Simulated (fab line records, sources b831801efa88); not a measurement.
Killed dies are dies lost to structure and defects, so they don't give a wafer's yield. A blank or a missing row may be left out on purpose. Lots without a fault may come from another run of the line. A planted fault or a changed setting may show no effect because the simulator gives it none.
A struck lot beside a sound one | flow gf180mcu | 19 steps out of a route of 602
Sound: wafers L743.2, L743.3, L743.5. Struck: wafer L756.5. (L756.3 of the same lot was not struck and is left out.) The cause comes at the end.
At each step with rows: each side's tool, then ch and its chambers, then its first start. Under that, the readings that differ: sound wafers | struck wafers | difference of the means | sigmas: that difference in standard deviations of wafers without a fault.
alike: readings whose means differ by less than 2 such deviations, and words and numbers that are the same on both sides. not compared: withheld readings, readings that some wafer has no value for, bounds like >300 that may hide the same value, and numbers for which the record gives no deviation and whose values overlap.
The two part at a step that has a row with sigmas, a row that says differs or no value, or rows on one side only. Numbers that don't overlap but have no deviation are shown without sigmas and don't part them. A reading that every wafer of one side lacks parts them only if that side has two wafers or more.

first, 2 steps without rows for these wafers: GF_DUAL_GATE_PEB_09; GF_DUAL_GATE_DEVELOP_10 (develop time 60 s).
GF_DUAL_GATE_OVL_MEAS_11:
  sound on overlay-01, day 10 09:49; struck on overlay-01, day 14 06:35
  alike: DUAL_GATE_OVL
then, 1 step without rows for these wafers: GF_DUAL_GATE_WET_ETCH_12 (etches SiO2 in dHF, target depth 13 nm, time 260 s).
GF_DUAL_GATE_STRIP_13: strips in O2/N2.
  sound on plasma_asher-01 ch 0,1, day 10 09:55; struck on plasma_asher-01 ch 1, day 14 06:43
  alike: drypump_motor_current_A, heater_power_w, oes_product_au, strip_time_to_endpoint_s
  not compared: rf_hours_counter_h
then, 3 steps without rows for these wafers: GF_DUAL_GATE_CLEAN_14 (cleans in SC1/SC2, time 150 s); GF_DUAL_GATE_OXIDATION_15 (stabilise 600 s, purge 300 s, target thk 7.098 nm); GF_POLY_GATE_CVD_00 (deposits poly-Si, target thk 200 nm, time 1200 s).
GF_POLY_GATE_THK_MEAS_01:
  sound on film_metro-02, day 10 12:59; struck on film_metro-02, day 14 09:44
  reading                   | sound             | struck | difference | sigmas
  POLY_GATE_CVD_00_THK (nm) | 193.4 195.4 194.0 | 203.1  | +8.8       | +4
then, 3 steps without rows for these wafers: GF_POLY_GATE_DEHYDRATE_02 (time 60 s); GF_POLY_GATE_HMDS_03 (prime time 60 s); GF_POLY_GATE_COAT_04.
GF_POLY_GATE_COAT_05: resist thk 700 nm.
  sound on litho_track-02 ch 0, day 10 22:00; struck on litho_track-02 ch 0, day 14 20:00
  reading                                    | sound             | struck | difference | sigmas
  model.KrF_of_POLY_GATE_COAT_05.thk_nm (nm) | 698.7 702.2 699.3 | 716    | +16        |
  alike: chill_plate_temp_C
then, 3 steps without rows for these wafers: GF_POLY_GATE_SOFTBAKE_06 (time 60 s); GF_POLY_GATE_EXPOSE_07 (exposes mask Poly2, target cd 280 nm); GF_POLY_GATE_PEB_08 (peb time 90 s).
GF_POLY_GATE_DEVELOP_09: develop time 60 s.
  sound on litho_track-04 ch 0, day 11 07:27; struck on litho_track-02 ch 0, day 15 06:36
  reading                                    | sound             | struck | difference | sigmas
  model.KrF_of_POLY_GATE_COAT_05.thk_nm (nm) | 683.7 687.3 684.3 | 701    | +16        |
  alike: chill_plate_temp_C
GF_POLY_GATE_CD_MEAS_10: target cd 280 nm.
  sound on cd_sem-02, day 11 07:35; struck on cd_sem-01, day 15 06:44
  alike: cd_nm
-- the record jumps here: 19 days lie between the struck wafers' starts before and after (it left off in module POLY_GATE and takes up again in module PASSIVATION, whose first step shown is number 602 of the route) --
GF_PASSIVATION_PROBE_99:
  the record has rows for the struck wafers here (prober-02, day 34 13:15) and none for the sound ones

WHERE THEY PART
First at GF_POLY_GATE_THK_MEAS_01; last, within this record, at GF_PASSIVATION_PROBE_99.

WHY: what the simulator had put in
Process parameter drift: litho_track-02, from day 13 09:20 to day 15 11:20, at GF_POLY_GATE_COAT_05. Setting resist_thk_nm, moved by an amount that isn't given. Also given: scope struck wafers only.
